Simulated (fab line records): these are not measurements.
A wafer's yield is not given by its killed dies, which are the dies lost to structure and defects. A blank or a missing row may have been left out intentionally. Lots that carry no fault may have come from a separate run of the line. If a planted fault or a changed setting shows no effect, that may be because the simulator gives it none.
Which tool is to blame? + flow sky130 + 15 lots, 45 wafers sampled, at 6 steps of a route of 708

WHAT THE GAUGES SHOWED, per wafer
SKY_NWELL_THK_MEAS_02. Usual: for NWELL_OXIDATION_THK the level is 10.00 nm and the standard deviation is 0.15.
| lot  | measured    | on            | NWELL_OXIDATION_THK (nm) | flag |
|------|-------------|---------------|--------------------------|------|
| L960 | day 2 15:17 | film_metro-01 | 10.34 10.25 10.02        |      |
| L961 | day 3 00:04 | film_metro-01 | 10.16 9.94 10.20         |      |
| L962 | day 3 02:48 | film_metro-02 | 9.84 10.06 10.13         |      |
| L964 | day 3 12:52 | film_metro-03 | 9.92 9.90 9.97           |      |
| L970 | day 4 18:28 | film_metro-02 | 9.79 9.82 9.76           |      |
| L971 | day 4 22:13 | film_metro-02 | 10.20 10.06 10.01        |      |
| L972 | day 5 04:27 | film_metro-01 | 10.25 10.20 10.00        |      |
| L974 | day 5 13:13 | film_metro-03 | 10.12 10.01 10.00        |      |
| L975 | day 5 18:56 | film_metro-01 | 10.11 9.86 10.03         |      |
| L976 | day 6 01:23 | film_metro-03 | 9.97 10.02 10.06         |      |
| L979 | day 6 16:05 | film_metro-02 | 9.91 9.84 10.00          |      |
| L980 | day 6 19:49 | film_metro-02 | 10.02 10.04 10.06        |      |
| L981 | day 7 08:19 | film_metro-03 | 9.70 9.67 9.76           |      |
| L982 | day 7 08:20 | film_metro-02 | 10.06 9.92 10.10         |      |
| L983 | day 7 14:54 | film_metro-02 | 10.14 10.10 9.90         |      |

SKY_NWELL_OVL_MEAS_23. Usual: for NWELL_01_OVL the level is -0.1 nm and the standard deviation is 1.4.
| lot  | measured     | on         | NWELL_01_OVL (nm) | flag |
|------|--------------|------------|-------------------|------|
| L960 | day 5 13:22  | overlay-01 | -0.3 0.3 1.4      |      |
| L961 | day 6 00:08  | overlay-02 | -0.1 -1.8 -0.6    |      |
| L962 | day 6 04:14  | overlay-02 | 2.8 0.7 2.0       |      |
| L964 | day 6 15:47  | overlay-01 | -0.4 -0.8 -2.1    |      |
| L970 | day 8 02:49  | overlay-02 | 0.8 2.0 2.5       |      |
| L971 | day 8 08:16  | overlay-01 | 0.7 1.3 0.1       |      |
| L972 | day 8 14:32  | overlay-02 | 1.5 2.8 1.7       |      |
| L974 | day 9 01:30  | overlay-02 | 1.2 2.2 2.5       |      |
| L975 | day 9 08:07  | overlay-02 | -1.7 -1.7 -0.8    |      |
| L976 | day 9 16:49  | overlay-02 | 2.3 0.2 2.0       |      |
| L979 | day 10 09:01 | overlay-01 | 0.0 -0.7 -0.2     |      |
| L980 | day 10 13:32 | overlay-02 | -1.9 -2.1 -3.1    |      |
| L981 | day 11 02:58 | overlay-02 | 0.0 -0.5 0.7      |      |
| L982 | day 11 03:52 | overlay-02 | 0.2 0.2 -0.5      |      |
| L983 | day 11 10:03 | overlay-01 | -0.5 0.5 -1.6     |      |

SKY_LDD_N_TW_MEAS_17. Usual: for LDD_N_TW the level is 2603 and the standard deviation is 31.
| lot  | measured     | on            | LDD_N_TW       | flag |
|------|--------------|---------------|----------------|------|
| L960 | day 18 19:04 | film_metro-04 | 2586 2601 2583 |      |
| L961 | day 18 23:40 | film_metro-02 | 2638 2626 2639 |      |
| L962 | day 19 08:26 | film_metro-02 | 2626 2638 2625 |      |
| L964 | day 20 06:01 | film_metro-02 | 2638 2636 2637 |      |
| L970 | day 22 05:35 | film_metro-02 | 2497 2493 2481 | OFF  |
| L971 | day 22 22:41 | film_metro-04 | 2452 2440 2438 | OFF  |
| L972 | day 23 02:41 | film_metro-04 | 2444 2434 2447 | OFF  |
| L974 | day 23 11:49 | film_metro-02 | 2634 2627 2618 |      |
| L975 | day 24 05:35 | film_metro-03 | 2573 2571 2578 |      |
| L976 | day 24 07:58 | film_metro-04 | 2566 2573 2571 |      |
| L979 | day 25 10:00 | film_metro-02 | 2643 2656 2649 |      |
| L980 | day 25 13:37 | film_metro-04 | 2579 2583 2576 |      |
| L981 | day 26 06:20 | film_metro-03 | 2578 2571 2554 |      |
| L982 | day 26 09:35 | film_metro-02 | 2628 2624 2626 |      |
| L983 | day 26 20:25 | film_metro-02 | 2635 2637 2630 |      |

SKY_LDD_LDN_OVL_MEAS_07. Usual: for LDD_LDN_OVL the level is 0.0 nm and the standard deviation is 1.2.
| lot  | measured     | on         | LDD_LDN_OVL (nm) | flag |
|------|--------------|------------|------------------|------|
| L960 | day 24 00:00 | overlay-01 | -0.3 0.2 -0.4    |      |
| L961 | day 24 04:51 | overlay-01 | 1.0 2.0 1.2      |      |
| L962 | day 24 12:22 | overlay-01 | -1.5 -1.2 0.5    |      |
| L964 | day 25 09:59 | overlay-01 | -1.6 -1.6 -1.8   |      |
| L974 | day 28 12:28 | overlay-01 | 0.6 0.2 -1.1     |      |
| L975 | day 29 05:25 | overlay-01 | -2.4 0.0 -0.7    |      |
| L976 | day 29 07:34 | overlay-02 | 0.8 1.0 1.6      |      |
| L979 | day 30 09:19 | overlay-01 | 0.5 -1.1 -0.5    |      |
| L980 | day 30 12:38 | overlay-02 | -1.5 -1.7 -2.3   |      |
| L981 | day 31 02:55 | overlay-01 | 2.1 1.3 2.1      |      |
| L982 | day 31 06:15 | overlay-01 | 1.6 2.3 3.6      |      |
| L983 | day 31 16:07 | overlay-01 | 0.7 0.0 0.0      |      |

TOOL THAT RAN EACH LOT (tool first, then ch and the chambers of the sampled wafers, then the start)
| lot  | SKY_LDD_N_IMPLANT_09            | SKY_LDD_N_STRIP_16                   |
|------|---------------------------------|--------------------------------------|
| L960 | implanter-01 ch 0, day 18 17:56 | plasma_asher-02 ch 0,1, day 18 18:57 |
| L961 | implanter-02 ch 0, day 18 22:33 | plasma_asher-04 ch 0,1, day 18 23:35 |
| L962 | implanter-03 ch 0, day 19 07:17 | plasma_asher-03 ch 0,1, day 19 08:20 |
| L964 | implanter-02 ch 0, day 20 04:55 | plasma_asher-04 ch 0,1, day 20 05:56 |
| L970 | implanter-03, day 22 04:26      | plasma_asher-02 ch 0,1, day 22 05:29 |
| L971 | implanter-03, day 22 21:32      | plasma_asher-04 ch 0,1, day 22 22:35 |
| L972 | implanter-03, day 23 01:32      | plasma_asher-04 ch 0, day 23 02:35   |
| L974 | implanter-01 ch 0, day 23 10:40 | plasma_asher-03 ch 0,1, day 23 11:42 |
| L975 | implanter-01 ch 0, day 24 04:26 | plasma_asher-02 ch 0,1, day 24 05:29 |
| L976 | implanter-01 ch 0, day 24 06:51 | plasma_asher-03 ch 0,1, day 24 07:52 |
| L979 | implanter-03 ch 0, day 25 08:51 | plasma_asher-03 ch 0,1, day 25 09:54 |
| L980 | implanter-02 ch 0, day 25 12:30 | plasma_asher-03 ch 0,1, day 25 13:32 |
| L981 | implanter-02 ch 0, day 26 05:11 | plasma_asher-04 ch 0,1, day 26 06:14 |
| L982 | implanter-01 ch 0, day 26 08:27 | plasma_asher-03 ch 1, day 26 09:29   |
| L983 | implanter-02 ch 0, day 26 19:16 | plasma_asher-02 ch 0,1, day 26 20:18 |
- SKY_LDD_N_IMPLANT_09
- SKY_LDD_N_STRIP_16: strips in O2/N2.

WHAT THE TOOLS THEMSELVES READ (means of the sampled wafers that have a number; where no wafer has one, the mark that the record gives instead)
SKY_LDD_N_IMPLANT_09. Usual: beam_energy_keV 19.999, standard deviation 0.005; beam_on_s 10.02 s, standard deviation 0.2.
| lot  | tool         | beam_energy_keV | beam_on_s (s) | flag |
|------|--------------|-----------------|---------------|------|
| L960 | implanter-01 | 20.001          | 10.18         |      |
| L961 | implanter-02 | 19.993          | 9.98          |      |
| L962 | implanter-03 | 20.000          | 10.23         |      |
| L964 | implanter-02 | 19.995          | 9.95          |      |
| L970 | implanter-03 | -               | -             | OFF  |
| L971 | implanter-03 | -               | -             | OFF  |
| L972 | implanter-03 | -               | -             | OFF  |
| L974 | implanter-01 | 19.994          | 10.13         |      |
| L975 | implanter-01 | 20.003          | 9.94          |      |
| L976 | implanter-01 | 20.001          | 10.21         |      |
| L979 | implanter-03 | 20.000          | 9.81          |      |
| L980 | implanter-02 | 20.001          | 10.04         |      |
| L981 | implanter-02 | 19.997          | 10.05         |      |
| L982 | implanter-01 | 19.998          | 9.81          |      |
| L983 | implanter-02 | 20.002          | 9.86          |      |

SKY_LDD_N_STRIP_16. Usual: drypump_motor_current_A 5.71 A, standard deviation 0.29; o2_flow_sccm 3000 sccm, standard deviation 9.3; oes_product_au 0.406 a.u., standard deviation 0.0042; strip_time_to_endpoint_s 4.298 s, standard deviation 0.018.
| lot  | tool            | drypump_motor_current_A (A) | o2_flow_sccm (sccm) | oes_product_au (a.u.) | strip_time_to_endpoint_s (s) | flag |
|------|-----------------|-----------------------------|---------------------|-----------------------|------------------------------|------|
| L960 | plasma_asher-02 | 5.87                        | 2993                | 0.407                 | 4.290                        |      |
| L961 | plasma_asher-04 | 5.94                        | 3003                | 0.407                 | 4.305                        |      |
| L962 | plasma_asher-03 | 5.63                        | 3005                | 0.409                 | 4.327                        |      |
| L964 | plasma_asher-04 | 5.87                        | 3011                | 0.406                 | 4.273                        |      |
| L970 | plasma_asher-02 | 5.82                        | 3007                | 0.406                 | 4.107                        | OFF  |
| L971 | plasma_asher-04 | 5.87                        | 2993                | 0.409                 | 4.135                        | OFF  |
| L972 | plasma_asher-04 | 6.01                        | 3002                | 0.407                 | 4.126                        | OFF  |
| L974 | plasma_asher-03 | 5.63                        | 3005                | 0.404                 | 4.310                        |      |
| L975 | plasma_asher-02 | 5.82                        | 2998                | 0.405                 | 4.277                        |      |
| L976 | plasma_asher-03 | 5.44                        | 3005                | 0.405                 | 4.307                        |      |
| L979 | plasma_asher-03 | 5.61                        | 3006                | 0.406                 | 4.283                        |      |
| L980 | plasma_asher-03 | 5.42                        | 3008                | 0.406                 | 4.293                        |      |
| L981 | plasma_asher-04 | 5.87                        | 2996                | 0.404                 | 4.276                        |      |
| L982 | plasma_asher-03 | 5.22                        | 2990                | 0.406                 | 4.310                        |      |
| L983 | plasma_asher-02 | 5.87                        | 2999                | 0.407                 | 4.300                        |      |

THE ANSWER, worked out from the rows above alone
Rule: a lot is off if the mean of its wafers that have a number lies more than 3 standard deviations from the usual mean. Also off: a lot with no number at a reading for which 4 or more lots have one. All remaining lots with rows at the step are treated as sound. The gauges are gone through in route order, then the tools' own readings, and for those a lot's mean is taken as printed above. The first step at which some lot is off is used, and at that step the reading that is off furthest; a lot without a number counts as furthest.
Off: L970, L971, L972, at SKY_LDD_N_TW_MEAS_17 (LDD_N_TW).
If a tool, at a process step before that reading, ran all the lots that are off and no sound lot after the first of them, it fits. The gauges at SKY_LDD_N_TW_MEAS_17 aren't tried: what is off there is off at SKY_LDD_N_IMPLANT_09 too, on other tools, and a gauge's error can't cause that. No candidate that was tried fits.

WHAT THE SIMULATOR PUT IN
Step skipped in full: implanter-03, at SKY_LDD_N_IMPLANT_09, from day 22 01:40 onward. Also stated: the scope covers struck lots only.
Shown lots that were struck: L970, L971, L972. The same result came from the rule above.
